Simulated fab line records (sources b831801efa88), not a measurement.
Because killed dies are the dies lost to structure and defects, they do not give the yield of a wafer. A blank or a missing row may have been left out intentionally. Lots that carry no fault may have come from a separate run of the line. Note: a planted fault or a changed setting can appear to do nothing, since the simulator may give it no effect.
One fault seen from 2 desks    flow gf180mcu    numbers are kept per desk, each desk with only its own; the story behind them comes last

METROLOGY DESK
What the gauges read for every lot (on any tool): the sampled wafers with a number, averaged. Any lot whose mean is over 4 standard deviations away from the usual mean is out of limits and marked OUT; that distance is given in the brackets.
Columns: A = V1_CVD_00_THK at GF_V1_THK_MEAS_01, usual 598 nm
lot   first seen here  A
L865  day 17 02:45     601
L866  day 17 07:55     598
L867  day 17 22:19     602
L868  day 18 04:21     602
L869  day 18 10:23     595
L871  day 19 05:31     581
L872  day 19 17:16     597
L876  day 21 12:46     595
L877  day 21 18:13     608
L881  day 23 00:56     594
L882  day 23 13:59     590
L883  day 23 18:56     604
L887  day 24 21:00     595
L888  day 25 08:53     609
Result from this desk: across the 14 lots, nothing is out of limits.

DESK OF THE TOOL OWNER: cmp-01
The tool's own readings at GF_V1_CMP_26 (polishes, stops on SiO2, t overpolish 15 s, target thk 0 nm): means of the sampled wafers that have a number, for each lot that ran on this tool. Any lot whose mean is over 4 standard deviations away from the usual mean is out of limits and marked OUT; that distance is given in the brackets.
Columns: A = motor current A at GF_V1_CMP_26, usual 11.1 A; B = overpolish run s at GF_V1_CMP_26, usual 14.999 s; C = time to endpoint s at GF_V1_CMP_26, usual 85 s
lot   first seen here  A     B                        C
L866  day 18 09:11     10.8  14.996                   82
L868  day 19 06:44     11.3  15.000                   84
L869  day 19 12:52     11.1  14.999                   83
L871  day 20 07:52     10.4  0.044 (-99 or more) OUT  129 (+13) OUT
L872  day 20 18:59     10.2  0.035 (-99 or more) OUT  131 (+13) OUT
This desk's verdict: out of limits on L871, L872, starting with L871 at day 20 07:52 (overpolish run s at GF_V1_CMP_26). Within limits: L866, L868, L869.

BROUGHT TOGETHER
On L871, L872, at day 20 07:52, an alarm was possible from the tool owner's desk.
The metrology desk saw nothing out of limits.
The metrology desk holds a record of L871, L872, inside its limits.
GF_V1_CMP_26 was run on cmp-01 by each of the lots named.

WHAT THE SIMULATOR PUT IN
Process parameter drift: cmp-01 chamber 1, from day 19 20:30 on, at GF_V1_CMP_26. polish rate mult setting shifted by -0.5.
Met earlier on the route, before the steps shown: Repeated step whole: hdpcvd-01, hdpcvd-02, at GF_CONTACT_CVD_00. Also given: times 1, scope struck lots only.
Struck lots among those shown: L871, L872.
Delay in hours, fault start to first out-of-limits reading, by desk: the tool owner's desk at 11.
